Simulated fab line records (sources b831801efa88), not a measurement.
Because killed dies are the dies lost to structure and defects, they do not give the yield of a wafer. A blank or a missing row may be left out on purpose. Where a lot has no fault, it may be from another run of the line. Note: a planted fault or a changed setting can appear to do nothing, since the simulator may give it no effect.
What tool caused it? | flow gf180mcu | route of 602 steps, sampled at 1 step: 12 lots, 36 wafers

== WHAT THE GAUGES SHOWED, per wafer ==
GF_V2_RS_MEAS_24: a four-point-probe measurement.
lot  | measured     | on            | V2_W_RS (ohm/sq)
L075 | day 20 23:57 | film-metro-03 | 0.324 0.330 0.324
L077 | day 21 16:41 | film-metro-03 | 0.318 0.322 0.319
L079 | day 22 07:05 | film-metro-04 | 0.328 0.325 0.326
L081 | day 23 10:47 | film-metro-04 | 0.326 0.329 0.328
L083 | day 24 00:29 | film-metro-03 | 0.324 0.337 0.320
L085 | day 24 13:49 | film-metro-04 | 0.334 0.329 0.332
L087 | day 25 02:33 | film-metro-03 | 0.322 0.330 0.323
L089 | day 25 19:34 | film-metro-04 | 0.327 0.323 0.325
L091 | day 26 08:03 | film-metro-04 | 0.328 0.326 0.323
L093 | day 27 02:44 | film-metro-03 | 0.324 0.331 0.319
L096 | day 27 19:58 | film-metro-03 | 0.325 0.325 0.330
L097 | day 28 05:37 | film-metro-01 | 0.327 0.327 0.327

== WHICH TOOL RAN EACH LOT (tool, then ch and the chambers of the sampled wafers, then the start) ==
No process step before these readings appears in the record.

== THE ANSWER, worked out from the rows above alone ==
Rule: usual is defined by the lots themselves. The widest of any qualifying gaps counts: lots, ordered by their means at a reading, are off when they make up no more than a third of the lots, leave a main group of 4 or more, and stand apart from it by 3 or more times the standard deviation of that group's means. Not used: any main group whose means are identical at the precision the tables above print for the reading. Also off: a lot with no number at a reading for which 4 or more lots have one. Where the step has rows for the other lots, those lots are counted as sound.
Across all readings shown, no lot is off: no conclusion can be drawn from this.

== WHAT THE SIMULATOR HAD INSERTED ==
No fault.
